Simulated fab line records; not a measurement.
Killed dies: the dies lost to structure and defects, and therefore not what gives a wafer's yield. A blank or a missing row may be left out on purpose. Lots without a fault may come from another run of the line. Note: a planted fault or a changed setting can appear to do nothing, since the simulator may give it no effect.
Which tool was responsible? ; flow sky130 ; 42 wafers from 14 lots sampled at 2 of the route's 708 steps

== WHAT THE GAUGES READ, wafer by wafer ==
The record holds no reading of a measuring or inspecting step that can be judged against a usual standard deviation.

== TOOL THAT RAN EACH LOT (tool first, then ch and the chambers of the sampled wafers, then the start) ==
lot;SKY_VIA1_ETCH_14;SKY_PAD_OPEN_PROBE_99
L950;rie-diel-01 ch 1,2, day 34 17:50;prober-02, day 46 13:43
L951;rie-diel-02 ch 0,1,2, day 34 22:19;prober-01, day 46 15:35
L952;rie-diel-04 ch 0,1,3, day 35 09:14;prober-02, day 46 22:01
L953;rie-diel-02 ch 0,2, day 35 13:08;prober-01, day 47 00:29
L955;rie-diel-02 ch 1,3, day 36 08:07;prober-01, day 47 17:49
L957;rie-diel-04 ch 0,1,3, day 36 22:11;prober-01, day 48 03:30
L958;rie-diel-01 ch 0,2, day 37 06:05;prober-02, day 48 11:16
L959;rie-diel-02 ch 2,3, day 37 19:26;prober-01, day 48 17:48
L965;rie-diel-02 ch 0,2,3, day 39 10:26;prober-01, day 49 22:24
L967;rie-diel-02 ch 1,2,3, day 39 22:11;prober-01, day 50 07:31
L968;rie-diel-04 ch 0,3, day 40 03:56;prober-02, day 50 09:04
L969;rie-diel-01 ch 1,2, day 40 09:17;prober-01, day 50 12:20
L970;rie-diel-04 ch 1,2,3, day 40 22:27;prober-02, day 50 22:19
L971;rie-diel-01 ch 1,3, day 40 22:47;prober-01, day 50 23:40
- SKY_VIA1_ETCH_14: etches BARC in N2/H2, stops on SiO2, time 45.9 s, target depth 60 nm.
- SKY_PAD_OPEN_PROBE_99

== AS READ BY THE TOOLS THEMSELVES (means over the sampled wafers that have a number; for cases with no such wafer, the mark the record gives instead) ==
SKY_VIA1_ETCH_14.
lot;tool;bias-w (W);chamber-pressure-mTorr (mTorr);drypump-motor-current-A (A);oes-product-au (a.u.);throttle-valve-pct (%)
L950;rie-diel-01;100.03;29.995;5.7;0.861;13.234
L951;rie-diel-02;100.04;29.990;5.6;0.856;13.224
L952;rie-diel-04;100.31;29.986;5.7;0.857;13.233
L953;rie-diel-02;99.72;29.998;5.9;0.852;13.229
L955;rie-diel-02;100.15;29.988;5.8;0.857;13.222
L957;rie-diel-04;99.95;30.005;5.6;0.853;13.217
L958;rie-diel-01;99.99;30.013;6.0;0.855;13.229
L959;rie-diel-02;100.15;30.016;6.0;0.854;13.217
L965;rie-diel-02;102.56;30.014;5.9;0.854;13.225
L967;rie-diel-02;102.51;30.005;5.7;0.848;13.227
L968;rie-diel-04;100.07;29.999;5.6;0.852;13.224
L969;rie-diel-01;100.13;29.983;5.7;0.853;13.219
L970;rie-diel-04;100.01;29.997;5.8;0.851;13.219
L971;rie-diel-01;100.58;30.005;5.6;0.852;13.223

SKY_PAD_OPEN_PROBE_99.
lot;tool;defect-limited-yield (%);killed_at_M0_to_M3;killed_at_M4_up;killed-at-contacts;killed-at-front-end;killed-at-other;killed-dies;killed-open;killed-short;sort_bin_3_pad_short (%);sort_bin_5_function (%);sort_bin_6_memory (%);sort-n-pass;sort-yield-pct (%)
L950;prober-02;81.3;43;5.0;26;17;0.3;92;47;45;1.0;10.6;7.1;400;81.3
L951;prober-01;84.6;38;3.7;22;12;0.3;76;40;36;0.6;9.6;5.2;416;84.6
L952;prober-02;83.0;38;3.7;28;13;0.7;83;47;37;0.7;9.4;6.8;409;83.0
L953;prober-01;83.2;42;1.3;23;15;0.7;82;48;34;1.1;9.7;5.9;410;83.2
L955;prober-01;81.9;41;3.3;29;14;1.3;89;46;41;0.9;10.6;6.6;403;81.9
L957;prober-01;81.6;43;4.0;27;17;0.0;90;48;43;0.7;10.7;7.0;402;81.6
L958;prober-02;84.0;41;1.7;23;13;0.0;79;46;33;0.7;8.8;6.5;413;84.0
L959;prober-01;81.6;39;5.0;36;10;0.0;90;47;43;1.1;11.1;6.2;402;81.6
L965;prober-01;83.2;36;3.7;25;18;0.0;82;47;35;1.0;9.6;6.2;410;83.2
L967;prober-01;83.7;46;3.0;19;12;0.3;80;39;41;0.9;9.9;5.6;412;83.7
L968;prober-02;84.1;39;1.7;22;15;0.3;78;47;31;0.6;9.5;5.8;414;84.1
L969;prober-01;84.6;39;3.3;20;13;0.0;76;44;32;0.5;10.1;4.8;416;84.6
L970;prober-02;81.1;48;3.7;24;16;0.3;93;48;44;1.1;11.3;6.5;399;81.1
L971;prober-01;82.8;42;3.0;26;13;0.3;85;48;36;1.1;10.3;5.8;407;82.8

== THE ANSWER, worked out from the rows above alone ==
Rule: the usual values come from the lots themselves. The widest of any qualifying gaps counts: lots, ordered by their means at a reading, are off when they make up no more than a third of the lots, leave a main group of 4 or more, and stand apart from it by 3 or more times the standard deviation of that group's means. A main group is skipped when, at the precision printed for the reading in the tables above, its means are all equal. A lot without any number at a reading at which 4 lots or more have one is off too. Any other lot the step has rows for is counted as sound. First the gauges in route order, then the tools' own readings, where a lot's mean is used as printed above. At the first step where some lot is off, the reading lying furthest off is the one used; lots without a number count as furthest.
Off: L965, L967, at SKY_VIA1_ETCH_14 (bias-w). Main group: mean 100.09 W, sd 0.2.
If a tool, at that step or one of the process steps before it, ran each lot that is off and ran no sound lot following the first of them, it fits. One fits: rie-diel-02 at SKY_VIA1_ETCH_14. Its last sound lot is L959 (day 37 19:26), its first lot that is off L965 (day 39 10:26): a fault that began between those two fits.
The tool's own readings at SKY_VIA1_ETCH_14 bear it out: on the lots that are off they differ by more than 5 times the standard deviation of the sound lots' means. bias-w reads 102.53 W there against 100.09 W on the sound lots.

== WHAT HAD BEEN PUT IN BY THE SIMULATOR ==
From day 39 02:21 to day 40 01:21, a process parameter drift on rie-diel-02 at SKY_VIA1_ETCH_14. A move of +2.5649 in setting bias-w, from 100. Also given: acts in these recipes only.
Shown lots that were struck: L965, L967. The rule above found the same.
